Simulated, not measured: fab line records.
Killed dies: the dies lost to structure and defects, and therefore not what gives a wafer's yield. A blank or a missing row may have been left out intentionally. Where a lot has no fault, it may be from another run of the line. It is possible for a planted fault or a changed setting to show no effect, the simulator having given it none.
fab line records + flow sky130
record
- lots=5
- wafers=15
- last-day=50
route steps=708 shown SONOS_ONO@180 GATE_OXIDE@187
lots that met no fault: taken from a fault-free run of the same line
start-h: hours from the record's first day to the start of the lot's first wafer shown + wait-h: hours elapsed since this lot's preceding step + " unchanged from the row above + L1.1+2: a row that stands for several wafers + - no value present, or no start provided + * or withheld: withheld + < > ~ a bound
route shown NAME@n: names a module that has steps shown in the file, with the first one's number in the route + usual: mean/standard deviation of fault-free wafers + same: alike in all rows + chamber/n: place in a boat + sites: each site's reading + _std_site: standard deviation of those values + _edge_site: mean of outer sites minus mean of inner sites + radius-mm: how far each site lies from the wafer's centre + mask NAME#n: copy n + behind: the most recent tool/chamber to have shaped the wafer + hold: why the lot was held/for how many hours/how that ended + device: names the non-switching transistor (n, p or np) + end of line: the same wafers' tests at the end of the route + a step with no rows: only its recipe + killed: not the wafer's yield, but the dies lost to structure and defects at the first sort + map: a wafer's dies, marking killed ones x, the rest . and places with no die _
set.NAME: setting as actually run; set.NAME@STEP: the setting as run at that earlier step + model.NAME: the simulator's own value behind a step, which no gauge read
lots at some steps of the route; a table a step, a row a wafer
services: a tool's chamber out of use, with start hour (start-h, from the record's first day; less than 0 if before it), hours out, and reason
## steps
# step SKY_SONOS_ONO_DEVELOP_12
# recipe
- develop-time-s=60
- dev-temp-c=23
# step SKY_SONOS_ONO_CD_MEAS_13
# recipe
- target-cd-nm=410
# usual
- cd-nm=409.6/2.4
| lot.wafer | tool      | chamber | start-h | wait-h | cd-nm |
|-----------|-----------|---------|---------|--------|-------|
| L787.1    | cd-sem-01 | -       | 325.29  | 0.1    | 410.3 |
| L787.3    | "         | -       | "       | "      | 410.4 |
| L787.5    | "         | -       | "       | "      | 410.8 |
| L789.4    | cd-sem-02 | -       | 344.00  | 0.1    | 411.3 |
| L789.5    | "         | -       | "       | "      | 412.7 |
| L789.6    | "         | -       | "       | "      | 411.1 |
| L791.4    | cd-sem-02 | -       | 355.65  | 0.1    | 409.8 |
| L791.5    | "         | -       | "       | "      | 409.0 |
| L791.6    | "         | -       | "       | "      | 409.1 |
| L793.1    | cd-sem-01 | -       | 371.29  | 0.1    | 409.6 |
| L793.4    | "         | -       | "       | "      | 407.3 |
| L793.6    | "         | -       | "       | "      | 408.0 |
| L804.2    | cd-sem-02 | -       | 461.81  | 0.1    | 406.2 |
| L804.3    | "         | -       | "       | "      | 407.1 |
| L804.4    | "         | -       | "       | "      | 407.7 |
# step SKY_SONOS_ONO_OVL_MEAS_14
# usual
- SONOS_ONO_OVL=0.1/1.1
| lot.wafer | tool       | chamber | start-h | wait-h | SONOS_ONO_OVL[nm] |
|-----------|------------|---------|---------|--------|-------------------|
| L787.1    | overlay-02 | -       | 325.41  | 0.1    | -1.3              |
| L787.3    | "          | -       | "       | "      | 0.5               |
| L787.5    | "          | -       | "       | "      | 0.2               |
| L789.4    | overlay-01 | -       | 344.08  | 0.1    | 2.0               |
| L789.5    | "          | -       | "       | "      | 0.5               |
| L789.6    | "          | -       | "       | "      | 0.1               |
| L791.4    | overlay-02 | -       | 355.73  | 0.1    | 0.0               |
| L791.5    | "          | -       | "       | "      | -0.5              |
| L791.6    | "          | -       | "       | "      | -0.1              |
| L793.1    | overlay-01 | -       | 371.41  | 0.1    | -0.7              |
| L793.4    | "          | -       | "       | "      | -1.5              |
| L793.6    | "          | -       | "       | "      | -0.1              |
| L804.2    | overlay-01 | -       | 461.92  | 0.1    | 1.6               |
| L804.3    | "          | -       | "       | "      | 2.6               |
| L804.4    | "          | -       | "       | "      | 0.1               |
# step SKY_SONOS_ONO_ETCH_15
# recipe
- target-depth-nm=19.52
- chemistry=CHF3/O2
- source-w=600
- bias-w=200
- pressure-mtorr=40
- chf3-flow-sccm=50
- O2_flow_sccm=5
- time-s=7.8
# usual
- chf3-flow-sccm=49.98/0.16
- drypump-motor-current-A=5.8/0.36
- oes-product-au=1.006/0.013
- throttle-valve-pct=8.827/0.0091
| lot.wafer | tool        | chamber | start-h | wait-h | chf3-flow-sccm | drypump-motor-current-A | oes-product-au | rf-hours-counter-h | throttle-valve-pct |
|-----------|-------------|---------|---------|--------|----------------|-------------------------|----------------|--------------------|--------------------|
| L787.1    | rie-diel-04 | 0       | 325.45  | 0.0    | 49.88          | 6.3                     | 0.993          | 2                  | 8.814              |
| L787.3    | "           | 3       | "       | "      | 49.98          | 5.9                     | 1.018          | 8                  | 8.823              |
| L787.5    | "           | 3       | "       | "      | 49.81          | 5.9                     | 1.010          | -                  | 8.824              |
| L789.4    | rie-diel-04 | 3       | 344.10  | 0.0    | 50.00          | 5.9                     | 0.999          | 8                  | 8.833              |
| L789.5    | "           | 2       | "       | "      | 49.71          | 5.4                     | 1.006          | -                  | 8.837              |
| L789.6    | "           | 1       | "       | "      | 49.97          | 4.8                     | 1.004          | -                  | 8.830              |
| L791.4    | rie-diel-03 | 1       | 355.75  | 0.0    | 49.72          | 6.2                     | 1.012          | 39                 | 8.827              |
| L791.5    | "           | 2       | "       | "      | 50.16          | 5.9                     | 1.033          | -                  | 8.824              |
| L791.6    | "           | 1       | "       | "      | 49.79          | 6.2                     | 1.020          | -                  | 8.830              |
| L793.1    | rie-diel-03 | 0       | 371.45  | 0.0    | 50.24          | 5.9                     | 0.987          | 9                  | 8.834              |
| L793.4    | "           | 3       | "       | "      | 50.12          | 5.7                     | 1.008          | 34                 | 8.828              |
| L793.6    | "           | 2       | "       | "      | 49.90          | 5.9                     | 1.025          | -                  | 8.826              |
| L804.2    | rie-diel-01 | 0       | 461.95  | 0.0    | 50.09          | 5.8                     | 1.001          | 32                 | 8.834              |
| L804.3    | "           | 3       | "       | "      | 49.85          | 5.9                     | 0.997          | 71                 | 8.803              |
| L804.4    | "           | 1       | "       | "      | 50.09          | 6.3                     | 1.017          | 5                  | 8.835              |
# step SKY_SONOS_ONO_WET_ETCH_16
# recipe
- chemistry=dHF
- target-depth-nm=14
- dry=n2-spin
- target=SiO2
- dilution=100:1
- temp-c=25
- time-s=280
# step SKY_SONOS_ONO_STRIP_17
# recipe
- chemistry=O2/N2
- power-w=1400
- pressure-mtorr=1500
- platen-temp-c=withheld
- o2-flow-sccm=3000
- n2-flow-sccm=300
- overash-fraction=0.5
# usual
- drypump-motor-current-A=5.7/0.52
- oes-product-au=0.710/0.0049
- strip-time-to-endpoint-s=14.08/0.038
| lot.wafer | tool            | chamber | start-h | wait-h | drypump-motor-current-A | oes-product-au | rf-hours-counter-h | strip-time-to-endpoint-s |
|-----------|-----------------|---------|---------|--------|-------------------------|----------------|--------------------|--------------------------|
| L787.1    | plasma-asher-04 | 0       | 325.57  | 0.0    | 6.4                     | 0.710          | 61                 | 14.10                    |
| L787.3    | "               | 1       | "       | "      | 6.1                     | 0.708          | -                  | 14.12                    |
| L787.5    | "               | 1       | "       | "      | 6.1                     | 0.716          | -                  | 14.10                    |
| L789.4    | plasma-asher-01 | 0       | 344.26  | 0.0    | 5.0                     | 0.710          | -                  | 14.16                    |
| L789.5    | "               | 1       | "       | "      | 5.8                     | 0.711          | -                  | 14.10                    |
| L789.6    | "               | 0       | "       | "      | 5.0                     | 0.709          | -                  | 14.11                    |
| L791.4    | plasma-asher-03 | 0       | 355.89  | 0.0    | 5.4                     | 0.713          | -                  | 14.08                    |
| L791.5    | "               | 1       | "       | "      | 6.1                     | 0.704          | -                  | 14.11                    |
| L791.6    | "               | 0       | "       | "      | 5.4                     | 0.711          | -                  | 14.11                    |
| L793.1    | plasma-asher-01 | 0       | 371.55  | 0.0    | 5.0                     | 0.706          | 25                 | 14.04                    |
| L793.4    | "               | 1       | "       | "      | 5.8                     | 0.711          | -                  | 14.02                    |
| L793.6    | "               | 1       | "       | "      | 5.8                     | 0.704          | -                  | 13.98                    |
| L804.2    | plasma-asher-04 | 0       | 462.06  | 0.0    | 6.4                     | 0.712          | 75                 | 14.04                    |
| L804.3    | "               | 0       | "       | "      | 6.4                     | 0.707          | -                  | 14.07                    |
| L804.4    | "               | 1       | "       | "      | 6.1                     | 0.704          | -                  | 14.05                    |
# step SKY_SONOS_ONO_WET_ETCH_18
# recipe
- chemistry=H3PO4
- target-depth-nm=15
- target=Si3N4
- temp-c=160
- time-s=172
# step SKY_GATE_OXIDE_CLEAN_00
# recipe
- chemistry=SC1/SC2
- mix=1:4:20
- temp-c=70
- time-s=150
- dry=n2-spin
# step SKY_GATE_OXIDE_OXIDATION_01
# recipe
- temp-c=900
- ambient=O2
- stabilise-s=600
- purge-s=300
- target-thk-a=102.68
- ox-time-s=1473
# step SKY_GATE_OXIDE_THK_MEAS_02
# recipe
- reads=SiO2_of_GATE_OXIDE_OXIDATION_01
# usual
- GATE_OXIDE_OXIDATION_00_THK=10.30/0.19
| lot.wafer | tool          | chamber | start-h | wait-h | GATE_OXIDE_OXIDATION_00_THK[nm] |
|-----------|---------------|---------|---------|--------|---------------------------------|
| L787.1    | film-metro-03 | -       | 328.96  | 0.0    | 10.00                           |
| L787.3    | "             | -       | "       | "      | 10.09                           |
| L787.5    | "             | -       | "       | "      | 10.04                           |
| L789.4    | film-metro-01 | -       | 345.87  | 0.0    | 10.17                           |
| L789.5    | "             | -       | "       | "      | 10.07                           |
| L789.6    | "             | -       | "       | "      | 9.96                            |
| L791.4    | film-metro-01 | -       | 358.07  | 0.0    | 10.44                           |
| L791.5    | "             | -       | "       | "      | 10.51                           |
| L791.6    | "             | -       | "       | "      | 10.39                           |
| L793.1    | film-metro-01 | -       | 374.18  | 0.0    | 10.27                           |
| L793.4    | "             | -       | "       | "      | 10.36                           |
| L793.6    | "             | -       | "       | "      | 10.37                           |
| L804.2    | film-metro-03 | -       | 464.38  | 0.0    | 10.34                           |
| L804.3    | "             | -       | "       | "      | 10.18                           |
| L804.4    | "             | -       | "       | "      | 10.27                           |
# step SKY_GATE_OXIDE_DEHYDRATE_03
# recipe
- temp-c=200
- time-s=60
# step SKY_GATE_OXIDE_HMDS_04
# recipe
- prime-time-s=60
- prime-temp-c=120
# step SKY_GATE_OXIDE_COAT_05
# recipe
- resist=NOVOLAK
- spin-rpm=3000
- resist-thk-nm=1140
# usual
- spin-speed-rpm=3000.3/2.3
| lot.wafer | tool           | chamber | start-h | wait-h | spin-speed-rpm | model.NOVOLAK_of_GATE_OXIDE_COAT_05.thk-nm |
|-----------|----------------|---------|---------|--------|----------------|--------------------------------------------|
| L787.1    | litho-track-03 | 0       | 341.74  | 0.1    | 2996.5         | 1135                                       |
| L787.3    | "              | 0       | "       | "      | 2997.3         | 1140                                       |
| L787.5    | "              | 0       | "       | "      | 2994.8         | 1136                                       |
| L789.4    | litho-track-01 | 0       | 359.30  | 0.1    | 2999.5         | 1139                                       |
| L789.5    | "              | 0       | "       | "      | 2999.2         | 1140                                       |
| L789.6    | "              | 0       | "       | "      | 2999.0         | 1137                                       |
| L791.4    | litho-track-03 | 0       | 371.67  | 0.1    | 3000.2         | 1145                                       |
| L791.5    | "              | 0       | "       | "      | 3004.1         | 1145                                       |
| L791.6    | "              | 0       | "       | "      | 3000.8         | 1144                                       |
| L793.1    | litho-track-01 | 0       | 387.93  | 0.1    | 3001.4         | 1138                                       |
| L793.4    | "              | 0       | "       | "      | 3001.6         | 1137                                       |
| L793.6    | "              | 0       | "       | "      | 3004.9         | 1136                                       |
| L804.2    | litho-track-03 | 0       | 479.66  | 0.1    | 3002.7         | 1140                                       |
| L804.3    | "              | 0       | "       | "      | 2999.8         | 1136                                       |
| L804.4    | "              | 0       | "       | "      | 2998.4         | 496                                        |
# step SKY_GATE_OXIDE_SOFTBAKE_06
# recipe
- temp-c=90
- time-s=60
- resist=NOVOLAK
# step SKY_GATE_OXIDE_EXPOSE_07
# recipe
- mask-id=LVOM
- na=0.6
- source-shape=conventional
- sigma-outer=0.6
- polarization=unpolarized
- target-cd-nm=600
- dose-mj=170
# step SKY_GATE_OXIDE_PEB_08
# recipe
- temp-c=withheld
- time-s=*
- resist=NOVOLAK
# step SKY_GATE_OXIDE_DEVELOP_09
# recipe
- resist=NOVOLAK
- developer=TMAH
- develop-time-s=60
- dev-temp-c=23
| lot.wafer | tool           | chamber | start-h | wait-h | model.NOVOLAK_of_GATE_OXIDE_COAT_05.thk-nm |
|-----------|----------------|---------|---------|--------|--------------------------------------------|
| L787.1    | litho-track-03 | 0       | 355.74  | 0.1    | 1134                                       |
| L787.3    | "              | 0       | "       | "      | 1139                                       |
| L787.5    | "              | 0       | "       | "      | 1136                                       |
| L789.4    | litho-track-04 | 0       | 373.37  | 0.1    | 1138                                       |
| L789.5    | "              | 0       | "       | "      | 1140                                       |
| L789.6    | "              | 0       | "       | "      | 1136                                       |
| L791.4    | litho-track-01 | 0       | 386.40  | 0.1    | 1145                                       |
| L791.5+6  | "              | 0       | "       | "      | 1144                                       |
| L793.1+4  | litho-track-03 | 0       | 403.24  | 0.1    | 1137                                       |
| L793.6    | "              | 0       | "       | "      | 1136                                       |
| L804.2    | litho-track-04 | 0       | 495.57  | 0.1    | 1140                                       |
| L804.3    | "              | 0       | "       | "      | 1136                                       |
| L804.4    | "              | 0       | "       | "      | 495.5                                      |
# step SKY_GATE_OXIDE_OVL_MEAS_10
# usual
- GATE_OXIDE_OVL=0.4/1.5
| lot.wafer | tool       | chamber | start-h | wait-h | GATE_OXIDE_OVL[nm] |
|-----------|------------|---------|---------|--------|--------------------|
| L787.1    | overlay-01 | -       | 355.89  | 0.1    | -1.2               |
| L787.3    | "          | -       | "       | "      | -1.1               |
| L787.5    | "          | -       | "       | "      | -1.2               |
| L789.4    | overlay-02 | -       | 373.46  | 0.1    | 2.0                |
| L789.5    | "          | -       | "       | "      | 0.2                |
| L789.6    | "          | -       | "       | "      | 1.4                |
| L791.4    | overlay-02 | -       | 386.49  | 0.1    | 2.3                |
| L791.5    | "          | -       | "       | "      | 1.4                |
| L791.6    | "          | -       | "       | "      | 2.1                |
| L793.1    | overlay-01 | -       | 403.39  | 0.1    | 0.8                |
| L793.4    | "          | -       | "       | "      | 0.5                |
| L793.6    | "          | -       | "       | "      | 0.6                |
| L804.2    | overlay-02 | -       | 495.70  | 0.1    | 0.0                |
| L804.3    | "          | -       | "       | "      | 0.3                |
| L804.4    | "          | -       | "       | "      | 1.0                |
# step SKY_GATE_OXIDE_IMPLANT_11
# recipe
- species=B
- energy-kev=10
- dose-cm2=2.6e+12
- tilt-deg=withheld
# step SKY_GATE_OXIDE_WET_ETCH_12
# recipe
- chemistry=dHF
- target-depth-nm=16.8
- dry=n2-spin
- target=SiO2
- dilution=100:1
- temp-c=25
- time-s=336
# step SKY_GATE_OXIDE_STRIP_13
# recipe
- chemistry=O2/N2
- power-w=1400
- pressure-mtorr=1500
- platen-temp-c=withheld
- o2-flow-sccm=3000
- n2-flow-sccm=300
- overash-fraction=0.5
# usual
- drypump-motor-current-A=5.6/0.48
- oes-product-au=0.715/0.0042
- strip-time-to-endpoint-s=14.16/0.036
| lot.wafer | tool            | chamber | start-h | wait-h | drypump-motor-current-A | oes-product-au | rf-hours-counter-h | strip-time-to-endpoint-s |
|-----------|-----------------|---------|---------|--------|-------------------------|----------------|--------------------|--------------------------|
| L787.1    | plasma-asher-04 | 0       | 356.18  | 0.0    | 6.4                     | 0.708          | 64                 | 14.11                    |
| L787.3    | "               | 1       | "       | "      | 6.1                     | 0.712          | -                  | 14.18                    |
| L787.5    | "               | 0       | "       | "      | 6.4                     | 0.713          | -                  | 14.14                    |
| L789.4    | plasma-asher-01 | 1       | 373.76  | 0.0    | 5.8                     | 0.717          | -                  | 14.15                    |
| L789.5    | "               | 1       | "       | "      | 5.8                     | 0.712          | -                  | 14.19                    |
| L789.6    | "               | 0       | "       | "      | 5.0                     | 0.714          | -                  | 14.16                    |
| L791.4    | plasma-asher-02 | 0       | 386.80  | 0.0    | 5.5                     | 0.714          | -                  | 14.25                    |
| L791.5    | "               | 0       | "       | "      | 5.5                     | 0.712          | -                  | 14.22                    |
| L791.6    | "               | 1       | "       | "      | 5.2                     | 0.704          | -                  | 14.22                    |
| L793.1    | plasma-asher-02 | 1       | 403.68  | 0.0    | 5.1                     | 0.721          | 59                 | 14.13                    |
| L793.4    | "               | 1       | "       | "      | 5.2                     | 0.709          | -                  | 14.13                    |
| L793.6    | "               | 1       | "       | "      | 5.2                     | 0.710          | -                  | 14.13                    |
| L804.2    | plasma-asher-02 | 1       | 495.98  | 0.0    | 5.1                     | 0.716          | 68                 | 14.18                    |
| L804.3    | "               | 0       | "       | "      | 5.5                     | 0.717          | -                  | 14.13                    |
| L804.4    | "               | 1       | "       | "      | 5.1                     | 0.512          | -                  | 6.63                     |
# step SKY_GATE_OXIDE_TW_MEAS_14
# usual
- GATE_OXIDE_TW=224.1/1.9
| lot.wafer | tool          | chamber | start-h | wait-h | GATE_OXIDE_TW |
|-----------|---------------|---------|---------|--------|---------------|
| L787.1    | film-metro-02 | -       | 356.28  | 0.1    | 225.9         |
| L787.3    | "             | -       | "       | "      | 225.0         |
| L787.5    | "             | -       | "       | "      | 224.4         |
| L789.4    | film-metro-02 | -       | 373.86  | 0.1    | 225.7         |
| L789.5    | "             | -       | "       | "      | 224.7         |
| L789.6    | "             | -       | "       | "      | 224.3         |
| L791.4    | film-metro-02 | -       | 386.89  | 0.1    | 226.9         |
| L791.5    | "             | -       | "       | "      | 226.1         |
| L791.6    | "             | -       | "       | "      | 226.2         |
| L793.1    | film-metro-03 | -       | 403.78  | 0.1    | 223.8         |
| L793.4    | "             | -       | "       | "      | 224.0         |
| L793.6    | "             | -       | "       | "      | 225.0         |
| L804.2    | film-metro-01 | -       | 496.09  | 0.1    | 221.7         |
| L804.3    | "             | -       | "       | "      | 222.2         |
| L804.4    | "             | -       | "       | "      | 221.3         |
## services
| tool            | chamber | start-h | hours | kind       |
|-----------------|---------|---------|-------|------------|
| rie-diel-04     | 3       | 312.49  | 2.5   | repair     |
| plasma-asher-02 | -       | 321.93  | 0.7   | repair     |
| rie-diel-01     | 1       | 376.90  | 8.0   | repair     |
| rie-diel-03     | 3       | 391.10  | 11.4  | repair     |
| rie-diel-01     | -       | 391.65  | 0.5   | repair     |
| rie-diel-03     | -       | 399.71  | 2.8   | pm         |
| rie-diel-04     | 3       | 420.05  | 4.7   | repair     |
| plasma-asher-03 | -       | 421.25  | 9.0   | pm         |
| plasma-asher-03 | 0       | 421.25  | 9.0   | vent-cycle |
| plasma-asher-03 | 1       | 421.25  | 9.0   | vent-cycle |
| rie-diel-04     | 3       | 428.94  | 27.1  | repair     |
| plasma-asher-03 | 0       | 430.25  | -     | clean      |
| plasma-asher-03 | 1       | 430.25  | -     | clean      |
| plasma-asher-04 | -       | 430.52  | 0.3   | repair     |
| rie-diel-04     | -       | 454.90  | 0.3   | repair     |
| plasma-asher-01 | -       | 458.12  | 3.1   | repair     |
| rie-diel-03     | -       | 475.99  | 1.2   | repair     |
| rie-diel-03     | 0       | 486.22  | 3.9   | repair     |
| rie-diel-01     | 1       | 487.14  | 11.9  | repair     |
## key
first-sign
- step=SKY_GATE_OXIDE_STRIP_13
- reading=strip-time-to-endpoint-s
- direction=down
- sigmas=99+
- usual=*
- struck=*
effect
- step=SKY_GATE_OXIDE_STRIP_13
- reading=oes-product-au
- direction=down
- sigmas=48
- usual=0.715
- struck=0.512
model-effect
- step=SKY_GATE_OXIDE_COAT_05
- value=NOVOLAK_of_GATE_OXIDE_COAT_05.thk-nm
- without=1142
- struck=496
model-effect
- step=SKY_GATE_OXIDE_DEVELOP_09
- value=NOVOLAK_of_GATE_OXIDE_COAT_05.thk-nm
- without=1142
- struck=495.5
met-at SKY_GATE_OXIDE_COAT_05
struck-wafers L804.4
tester-left-out L804
onset-between 371.67 479.66
fault
- kind=process-parameter-drift
- tool=litho-track-03
- chamber=-
- onset-h=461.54
- steps=SKY_GATE_OXIDE_COAT_05
- channel=resist-thk-nm
- offset=-644.94
- shape=step
- end-h=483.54
- scope=struck-wafers-only
- acts-in=these-recipes-only
- stated=1140
# tester-left-out: of these lots the tester's yield and bins aren't shown, on N5 and GAA mostly nor the transistor test; their killed dies are dies lost to structure and defects alone, not to doping, threshold or leakage, so they don't give the yield
